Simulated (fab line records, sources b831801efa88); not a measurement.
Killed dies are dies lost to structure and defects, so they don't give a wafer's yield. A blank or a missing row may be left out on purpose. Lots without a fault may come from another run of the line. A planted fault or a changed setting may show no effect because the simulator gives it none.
Which tool did it? | flow gf180mcu | 14 lots, 42 wafers sampled, at 3 steps of a route of 602

WHAT THE GAUGES READ, wafer by wafer
GF_M4_OVL_MEAS_15. Usual: M4_OVL 1 nm, standard deviation 6.
lot  | measured     | on         | M4_OVL (nm) | flag
L748 | day 23 08:28 | overlay-01 | 0 0 1       |
L749 | day 23 13:18 | overlay-01 | 8 8 1       |
L750 | day 24 02:49 | overlay-01 | 5 2 0       |
L751 | day 24 15:01 | overlay-02 | -3 -17 -5   |
L754 | day 25 14:10 | overlay-02 | 3 0 -1      |
L755 | day 25 21:43 | overlay-02 | 1 -6 4      |
L757 | day 26 19:24 | overlay-02 | -6 2 -3     |
L765 | day 29 05:46 | overlay-01 | -1 -5 5     |
L766 | day 29 09:13 | overlay-01 | -3 11 8     |
L767 | day 29 15:07 | overlay-01 | 8 -1 6      |
L768 | day 29 20:54 | overlay-01 | 3 6 -1      |
L769 | day 30 06:32 | overlay-01 | -4 2 1      |
L770 | day 30 08:19 | overlay-02 | 4 1 4       |
L771 | day 30 12:38 | overlay-01 | 3 5 2       |

GF_V4_THK_MEAS_03. Usual: V4_CVD_02_THK 850 nm, standard deviation 13.
lot  | measured     | on            | V4_CVD_02_THK (nm) | flag
L748 | day 23 09:24 | film_metro-04 | 839 832 850        |
L749 | day 23 14:17 | film_metro-04 | 867 868 867        |
L750 | day 24 04:03 | film_metro-02 | 847 840 846        |
L751 | day 24 15:56 | film_metro-03 | 841 862 853        |
L754 | day 25 15:04 | film_metro-04 | 848 868 864        |
L755 | day 25 22:38 | film_metro-02 | 840 859 864        |
L757 | day 26 20:21 | film_metro-04 | 858 841 861        |
L765 | day 29 06:45 | film_metro-03 | 853 849 848        |
L766 | day 29 10:09 | film_metro-02 | 849 840 867        |
L767 | day 29 16:03 | film_metro-02 | 831 846 840        |
L768 | day 29 21:58 | film_metro-03 | 832 831 863        |
L769 | day 30 07:35 | film_metro-04 | 844 857 855        |
L770 | day 30 09:16 | film_metro-04 | 841 868 849        |
L771 | day 30 13:32 | film_metro-04 | 850 869 848        |

WHICH TOOL RAN EACH LOT (tool, then ch and the chambers of the sampled wafers, then the start)
lot  | GF_SALICIDE_WET_ETCH_01
L748 | wet_bench-01 ch 2, day 15 01:40
L749 | wet_bench-01 ch 0, day 15 05:59
L750 | wet_bench-01 ch 0, day 15 20:12
L751 | wet_bench-03 ch 2, day 16 06:08
L754 | wet_bench-03 ch 0, day 17 05:29
L755 | wet_bench-01 ch 1, day 17 16:19
L757 | wet_bench-01 ch 3, day 18 16:32
L765 | wet_bench-01 ch 2, day 21 11:21
L766 | wet_bench-03 ch 1, day 21 19:10
L767 | wet_bench-01 ch 1, day 22 03:36
L768 | wet_bench-01 ch 0, day 22 07:11
L769 | wet_bench-01 ch 2, day 22 22:43
L770 | wet_bench-04 ch 2, day 23 01:30
L771 | wet_bench-01 ch 1, day 23 05:19
- GF_SALICIDE_WET_ETCH_01: etches SiO2 in dHF, target depth 5 nm, time 100 s.

WHAT THE TOOLS THEMSELVES READ (means of the sampled wafers that have a number; where no wafer has one, the mark that the record gives instead)
The record holds no such reading with a usual standard deviation.

THE ANSWER, worked out from the rows above alone
Rule: a lot is off if the mean of its wafers that have a number lies more than 3 standard deviations from the usual mean. A lot without any number at a reading at which 4 lots or more have one is off too. The other lots that the step has rows for count as sound. The gauges are gone through in route order, then the tools' own readings, and for those a lot's mean is taken as printed above. The first step at which some lot is off is used, and at that step the reading that is off furthest; a lot without a number counts as furthest.
No lot is off at any reading shown: from this, nothing can be told.

WHAT THE SIMULATOR HAD PUT IN
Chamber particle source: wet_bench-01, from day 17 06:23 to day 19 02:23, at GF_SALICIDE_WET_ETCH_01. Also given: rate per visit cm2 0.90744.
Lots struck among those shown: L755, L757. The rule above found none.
